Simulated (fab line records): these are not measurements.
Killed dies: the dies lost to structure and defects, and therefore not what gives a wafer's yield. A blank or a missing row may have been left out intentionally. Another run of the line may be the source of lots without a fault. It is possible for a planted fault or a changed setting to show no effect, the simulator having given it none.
Which tool was responsible? | flow sky130 | Sampling: 13 lots, 39 wafers, 2 of 708 route steps

== WHAT EACH GAUGE READ, for each wafer ==
SKY_VIA4_OVL_MEAS_11. Usual: for VIA4_OVL the level is -0.1 nm and the standard deviation is 1.3.
lot  | measured     | on         | VIA4_OVL (nm)  | flag
L158 | day 42 07:23 | overlay-02 | 1.5 0.7 0.6    |
L159 | day 42 10:59 | overlay-02 | 0.5 0.0 0.3    |
L160 | day 43 08:59 | overlay-02 | -0.4 -0.1 -0.6 |
L161 | day 43 20:37 | overlay-02 | -0.9 -1.9 -1.4 |
L162 | day 44 23:50 | overlay-02 | 1.7 0.6 2.5    |
L163 | day 45 02:41 | overlay-02 | 1.9 1.1 1.7    |
L166 | day 45 15:45 | overlay-02 | 0.8 1.1 -0.5   |
L165 | day 45 18:39 | overlay-01 | -1.4 -1.7 -1.7 |
L167 | day 45 18:56 | overlay-02 | -3.0 -1.1 -1.2 |
L168 | day 45 19:29 | overlay-02 | -0.5 0.6 -1.9  |
L177 | day 48 00:24 | overlay-02 | 0.2 -0.3 -1.7  |
L180 | day 48 12:30 | overlay-01 | 2.0 1.5 2.4    |
L181 | day 48 17:53 | overlay-01 | -2.2 -1.1 -2.4 |

== EACH LOT AND THE TOOL THAT RAN IT (in order: tool; ch and the chambers of the sampled wafers; start) ==
lot  | SKY_VIA1_CMP_02
L158 | cmp-01 ch 0,2,3, day 32 08:46
L159 | cmp-01 ch 1,2, day 32 10:56
L160 | cmp-02 ch 0,3, day 33 12:10
L161 | cmp-01 ch 0,1,3, day 34 02:30
L162 | cmp-01 ch 1,2,3, day 35 11:33
L163 | cmp-01 ch 1,2,3, day 35 12:25
L166 | cmp-01 ch 1,2, day 36 03:41
L165 | cmp-02 ch 0,1,3, day 36 06:02
L167 | cmp-01 ch 0,2,3, day 36 06:53
L168 | cmp-01 ch 0,1,3, day 36 08:02
L177 | cmp-01 ch 1,3, day 39 06:32
L180 | cmp-01 ch 0,1,3, day 39 17:24
L181 | cmp-01 ch 2,3, day 40 01:14
- SKY_VIA1_CMP_02: polishes SiO2.

== AS READ BY THE TOOLS THEMSELVES (means over the sampled wafers that have a number; for cases with no such wafer, the mark the record gives instead) ==
SKY_VIA1_CMP_02. Usual: 12.1 A for motor_current_A, sd 1.6.
lot  | tool   | motor_current_A (A) | flag
L158 | cmp-01 | 13.4                |
L159 | cmp-01 | 12.6                |
L160 | cmp-02 | 11.9                |
L161 | cmp-01 | 11.5                |
L162 | cmp-01 | 12.8                |
L163 | cmp-01 | 13.4                |
L166 | cmp-01 | 13.4                |
L165 | cmp-02 | 11.3                |
L167 | cmp-01 | 12.9                |
L168 | cmp-01 | 11.3                |
L177 | cmp-01 | 11.6                |
L180 | cmp-01 | 11.4                |
L181 | cmp-01 | 13.4                |

== THE ANSWER, worked out from the rows above alone ==
Rule: take the mean of a lot's wafers that have a number; if it is more than 3 standard deviations from the usual mean, the lot is off. A lot without any number at a reading at which 4 lots or more have one is off too. The other lots that the step has rows for count as sound. First the gauges in route order, then the tools' own readings, where a lot's mean is used as printed above. The first step at which some lot is off is used, and at that step the reading that is off furthest; a lot without a number counts as furthest.
None of the lots is off at any reading shown; this tells nothing.

== WHAT WAS PUT IN BY THE SIMULATOR ==
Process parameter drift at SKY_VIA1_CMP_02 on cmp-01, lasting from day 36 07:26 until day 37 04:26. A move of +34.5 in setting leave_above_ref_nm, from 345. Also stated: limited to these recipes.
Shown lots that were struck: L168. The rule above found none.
